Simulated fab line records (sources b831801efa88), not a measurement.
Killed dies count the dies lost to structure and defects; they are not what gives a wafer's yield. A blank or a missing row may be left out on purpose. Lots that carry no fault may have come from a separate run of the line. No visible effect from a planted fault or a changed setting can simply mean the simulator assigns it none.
Split-lot trial || flow sky130 || route with 708 steps; 5 lots, 23 wafers read

== THE SPLIT ITSELF ==
At SKY_FIELD_ISO_ETCH_14 (etches BARC in N2/H2, stops on SiO2, time 45.9 s, target depth 60 nm), the setting time_s was moved away from the recipe's 45.9 s on 11 of the 23 wafers read, by -9.7% to +9.4%. The other wafers ran this setting at the recipe's value.

The reading is taken at the split's own step.

== THE READING ==
KrF-thick_of_FIELD_ISO_COAT_08.thk_nm (the simulator's own value, which no gauge read), in nm, at SKY_FIELD_ISO_ETCH_14 (etches BARC in N2/H2, stops on SiO2, time 45.9 s, target depth 60 nm). The file gives no usual value for it. Here, 12 wafers ran the recipe; their average is 391.9 nm with a standard deviation of 0.95 nm.

{"wafer": "L075.1", "tool, chamber at the split": "rie_diel-03, 3", "time_s as run, s": 45.9, "against the recipe": "recipe", "KrF-thick_of_FIELD_ISO_COAT_08.thk_nm, nm": 392, "against lot-mates on the recipe": "-"}
{"wafer": "L075.2", "tool, chamber at the split": "rie_diel-03, 1", "time_s as run, s": 41.43, "against the recipe": "-9.7%", "KrF-thick_of_FIELD_ISO_COAT_08.thk_nm, nm": 396.2, "against lot-mates on the recipe": "+4.4"}
{"wafer": "L075.3", "tool, chamber at the split": "rie_diel-03, 2", "time_s as run, s": 41.43, "against the recipe": "-9.7%", "KrF-thick_of_FIELD_ISO_COAT_08.thk_nm, nm": 396.4, "against lot-mates on the recipe": "+4.6"}
{"wafer": "L075.4", "tool, chamber at the split": "rie_diel-03, 0", "time_s as run, s": 45.9, "against the recipe": "recipe", "KrF-thick_of_FIELD_ISO_COAT_08.thk_nm, nm": 391.4, "against lot-mates on the recipe": "-"}
{"wafer": "L075.6", "tool, chamber at the split": "rie_diel-03, 1", "time_s as run, s": 45.9, "against the recipe": "recipe", "KrF-thick_of_FIELD_ISO_COAT_08.thk_nm, nm": 392.1, "against lot-mates on the recipe": "-"}
{"wafer": "L078.1", "tool, chamber at the split": "rie_diel-02, 3", "time_s as run, s": 49.84, "against the recipe": "+8.6%", "KrF-thick_of_FIELD_ISO_COAT_08.thk_nm, nm": 387.5, "against lot-mates on the recipe": -3.9}
{"wafer": "L078.2", "tool, chamber at the split": "rie_diel-02, 2", "time_s as run, s": 45.9, "against the recipe": "recipe", "KrF-thick_of_FIELD_ISO_COAT_08.thk_nm, nm": 391, "against lot-mates on the recipe": "-"}
{"wafer": "L078.3", "tool, chamber at the split": "rie_diel-02, 0", "time_s as run, s": 45.9, "against the recipe": "recipe", "KrF-thick_of_FIELD_ISO_COAT_08.thk_nm, nm": 391.9, "against lot-mates on the recipe": "-"}
{"wafer": "L078.4", "tool, chamber at the split": "rie_diel-02, 1", "time_s as run, s": 49.84, "against the recipe": "+8.6%", "KrF-thick_of_FIELD_ISO_COAT_08.thk_nm, nm": 386.5, "against lot-mates on the recipe": -4.9}
{"wafer": "L078.6", "tool, chamber at the split": "rie_diel-02, 2", "time_s as run, s": 49.84, "against the recipe": "+8.6%", "KrF-thick_of_FIELD_ISO_COAT_08.thk_nm, nm": 387.2, "against lot-mates on the recipe": -4.2}
{"wafer": "L079.2", "tool, chamber at the split": "rie_diel-03, 0", "time_s as run, s": 47.76, "against the recipe": "+4.1%", "KrF-thick_of_FIELD_ISO_COAT_08.thk_nm, nm": 389.6, "against lot-mates on the recipe": -3.3}
{"wafer": "L079.3", "tool, chamber at the split": "rie_diel-03, 3", "time_s as run, s": 47.76, "against the recipe": "+4.1%", "KrF-thick_of_FIELD_ISO_COAT_08.thk_nm, nm": 390.4, "against lot-mates on the recipe": -2.5}
{"wafer": "L079.4", "tool, chamber at the split": "rie_diel-03, 1", "time_s as run, s": 45.9, "against the recipe": "recipe", "KrF-thick_of_FIELD_ISO_COAT_08.thk_nm, nm": 392.2, "against lot-mates on the recipe": "-"}
{"wafer": "L079.5", "tool, chamber at the split": "rie_diel-03, 3", "time_s as run, s": 45.9, "against the recipe": "recipe", "KrF-thick_of_FIELD_ISO_COAT_08.thk_nm, nm": 393.6, "against lot-mates on the recipe": "-"}
{"wafer": "L079.6", "tool, chamber at the split": "rie_diel-03, 0", "time_s as run, s": 47.76, "against the recipe": "+4.1%", "KrF-thick_of_FIELD_ISO_COAT_08.thk_nm, nm": 390.3, "against lot-mates on the recipe": -2.6}
{"wafer": "L080.1", "tool, chamber at the split": "rie_diel-03, 2", "time_s as run, s": 45.9, "against the recipe": "recipe", "KrF-thick_of_FIELD_ISO_COAT_08.thk_nm, nm": 391.1, "against lot-mates on the recipe": "-"}
{"wafer": "L080.5", "tool, chamber at the split": "rie_diel-03, 1", "time_s as run, s": 45.9, "against the recipe": "recipe", "KrF-thick_of_FIELD_ISO_COAT_08.thk_nm, nm": 391.5, "against lot-mates on the recipe": "-"}
{"wafer": "L080.6", "tool, chamber at the split": "rie_diel-03, 0", "time_s as run, s": 45.9, "against the recipe": "recipe", "KrF-thick_of_FIELD_ISO_COAT_08.thk_nm, nm": 390.4, "against lot-mates on the recipe": "-"}
{"wafer": "L081.1", "tool, chamber at the split": "rie_diel-02, 3", "time_s as run, s": 45.9, "against the recipe": "recipe", "KrF-thick_of_FIELD_ISO_COAT_08.thk_nm, nm": 393.8, "against lot-mates on the recipe": "-"}
{"wafer": "L081.2", "tool, chamber at the split": "rie_diel-02, 2", "time_s as run, s": 45.9, "against the recipe": "recipe", "KrF-thick_of_FIELD_ISO_COAT_08.thk_nm, nm": 391.6, "against lot-mates on the recipe": "-"}
{"wafer": "L081.4", "tool, chamber at the split": "rie_diel-02, 0", "time_s as run, s": 50.23, "against the recipe": "+9.4%", "KrF-thick_of_FIELD_ISO_COAT_08.thk_nm, nm": 387.9, "against lot-mates on the recipe": -4.8}
{"wafer": "L081.5", "tool, chamber at the split": "rie_diel-02, 0", "time_s as run, s": 50.23, "against the recipe": "+9.4%", "KrF-thick_of_FIELD_ISO_COAT_08.thk_nm, nm": 388.1, "against lot-mates on the recipe": -4.6}
{"wafer": "L081.6", "tool, chamber at the split": "rie_diel-02, 1", "time_s as run, s": 50.23, "against the recipe": "+9.4%", "KrF-thick_of_FIELD_ISO_COAT_08.thk_nm, nm": 388.6, "against lot-mates on the recipe": -4.1}

FIT RESULTS
A straight line over all 23 wafers: KrF-thick_of_FIELD_ISO_COAT_08.thk_nm changes by -0.461 nm for each +1% of time_s; r = -0.95; the points scatter about the line by 0.86 nm.
The same after taking each lot's own level away (the mean of its wafers on the recipe; 23 wafers): -0.488 nm for each +1%; r = -0.98; scatter 0.61 nm.
That fit puts the effect of the largest move of time_s on the reading at 4.7 nm.
From 391.00 to 392.90 nm: that is the span of the lots' own levels, equal to 2.0 times the standard deviation above.
The two slopes agree, so the slope changes little with the lot-to-lot level.
Check: for one of the wafers moved furthest among these (-9.7%), held out of the fit, the line's prediction against its lot-mates is +4.69 nm. Against them it came out at +4.37 nm.

== ADDITIONAL SPLITS CARRIED BY THESE WAFERS ==
Note: prior to the reading, these wafers also went through further splits. Each is held against what the fit with the lots' levels taken away leaves over:
{"other split on the same wafers": "SKY_FIELD_ISO_OXIDATION_01 temp_c", "wafers away from the commonest value": 18, "r with KrF-thick_of_FIELD_ISO_COAT_08.thk_nm (lot level and that fit taken away)": "+0.11"}

== FILE'S OWN FIT ==
KrF-thick_of_FIELD_ISO_COAT_08.thk_nm changes by -0.488 nm for each +1% of time_s, r = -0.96.
